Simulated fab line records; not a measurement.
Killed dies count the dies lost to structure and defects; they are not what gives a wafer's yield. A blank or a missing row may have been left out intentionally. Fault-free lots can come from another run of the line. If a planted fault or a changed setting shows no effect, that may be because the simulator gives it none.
The tool behind it: which one? ; flow sky130 ; 33 wafers sampled from 11 lots at 1 step of a route of 708

WHAT THE GAUGES READ, wafer by wafer
SKY_SONOS_ONO_CD_MEAS_13: the cd target is 410 nm.
lot;measured;on;cd nm (nm)
L779;day 12 16:11;cd sem-02;407.5 409.9 409.7
L780;day 13 01:56;cd sem-01;404.2 405.8 406.6
L781;day 13 11:10;cd sem-01;413.8 413.0 414.5
L783;day 14 03:41;cd sem-02;409.4 408.2 409.0
L785;day 14 22:25;cd sem-01;412.2 412.2 412.3
L791;day 16 13:10;cd sem-01;406.3 404.4 405.9
L796;day 18 10:19;cd sem-02;408.0 411.3 409.9
L799;day 19 16:08;cd sem-02;406.2 407.3 407.6
L800;day 20 01:02;cd sem-02;407.7 406.2 409.1
L801;day 20 10:07;cd sem-02;411.5 409.5 410.7
L802;day 20 21:29;cd sem-01;407.2 405.3 408.0

TOOL THAT RAN EACH LOT (tool first, then ch and the chambers of the sampled wafers, then the start)
There is no process step in the record ahead of these readings.

THE ANSWER, worked out from the rows above alone
Rule: usual is defined by the lots themselves. Put in order of their means at a reading, lots are off if they are a third of the lots or fewer, leave a main group of 4 or more, and stand apart from it by a gap of 3 or more times the standard deviation of the main group's means; of several such gaps the widest counts. Not used: any main group whose means are identical at the precision the tables above print for the reading. A lot without any number at a reading at which 4 lots or more have one is off too. The other lots that the step has rows for count as sound.
No lot is off at any reading shown: from this, nothing can be told.

WHAT HAD BEEN PUT IN BY THE SIMULATOR
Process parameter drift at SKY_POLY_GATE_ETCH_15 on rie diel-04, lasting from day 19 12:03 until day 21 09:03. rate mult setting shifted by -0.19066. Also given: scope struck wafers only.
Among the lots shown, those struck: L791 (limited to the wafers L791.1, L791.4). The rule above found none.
